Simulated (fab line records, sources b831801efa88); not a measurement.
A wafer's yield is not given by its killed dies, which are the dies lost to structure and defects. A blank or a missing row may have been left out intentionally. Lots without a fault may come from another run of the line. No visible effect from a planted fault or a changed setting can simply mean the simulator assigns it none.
One fault seen from 2 desks ; flow gf180mcu ; every desk sees just its own numbers, and what lay behind them comes last

== FROM THE METROLOGY DESK ==
What the gauges read, lot by lot, whatever tool the lot ran on: means of the sampled wafers that have a number. A lot is out of limits, marked OUT, if its mean lies more than 4 standard deviations from the usual mean; the brackets give that distance.
Columns: A = M1_ALCU_RS at GF_M1_RS_MEAS_05, usual 0.0696 ohm/sq; B = M1_ALCU_THK at GF_M1_THK_MEAS_06, usual 448 nm; C = V3_OVL at GF_V3_OVL_MEAS_15, usual -3 nm
lot;first seen here;A;B;C
L503;day 16 01:16;0.0694;446;-0
L504;day 16 11:58;0.0699;443;-5
L505;day 16 19:26;0.0696;445;-2
L507;day 17 10:42;0.0690;452;0
L510;day 18 12:50;0.0690;455;-6
L511;day 18 21:53;0.0699;443;3
L513;day 19 17:04;0.0699;447;1
L517;day 21 02:56;0.0756 (+6.4) OUT;418 (-4.7) OUT;-2
L523;day 23 08:10;0.0684;456;-1
L524;day 23 21:51;0.0698;447;0
L526;day 24 08:18;0.0690;452;-0
L525;day 24 09:13;0.0690;455;6
This desk finds L517 out of limits, with the earliest case on L517 at day 21 02:56 (M1_ALCU_RS at GF_M1_RS_MEAS_05). L503, L504, L505, L507, L510, L511, L513, L523, L524, L526, L525: within limits.

== THE TOOL OWNER'S DESK: pvd_sputter-03 ==
The tool's own readings at GF_M1_SPUTTER_02 (material AlCu, target thk 450 nm, time 23.9 s): means of the sampled wafers that have a number, for each lot that ran on this tool. A lot is out of limits, marked OUT, if its mean lies more than 4 standard deviations from the usual mean; the brackets give that distance.
Columns: A = cathode_dc_power_W at GF_M1_SPUTTER_02, usual 10600 W; B = throttle_valve_pct at GF_M1_SPUTTER_02, usual 29.9 %
lot;first seen here;A;B
L505;day 16 19:21;10600;29.8
L513;day 19 16:57;10599;30.4
L517;day 21 02:50;10601;28.8
L526;day 24 08:13;10599;29.3
L525;day 24 09:05;10600;30.0
Result from this desk: across the 5 lots, nothing is out of limits.

== ALL TOGETHER ==
On L517, the metrology desk was in a position to raise an alarm at day 21 02:56.
Nothing out of limits was seen by the tool owner's desk.
The tool owner's desk has L517 on record, within its limits.
GF_M1_SPUTTER_02 was run on pvd_sputter-03 by each of the lots named.

== WHAT THE SIMULATOR PUT IN ==
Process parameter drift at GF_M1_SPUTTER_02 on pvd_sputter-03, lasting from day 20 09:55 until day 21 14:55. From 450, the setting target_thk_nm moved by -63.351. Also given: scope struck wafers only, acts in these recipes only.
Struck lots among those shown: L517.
Hours from the fault's start to each desk's first reading out of limits: the metrology desk, 17.
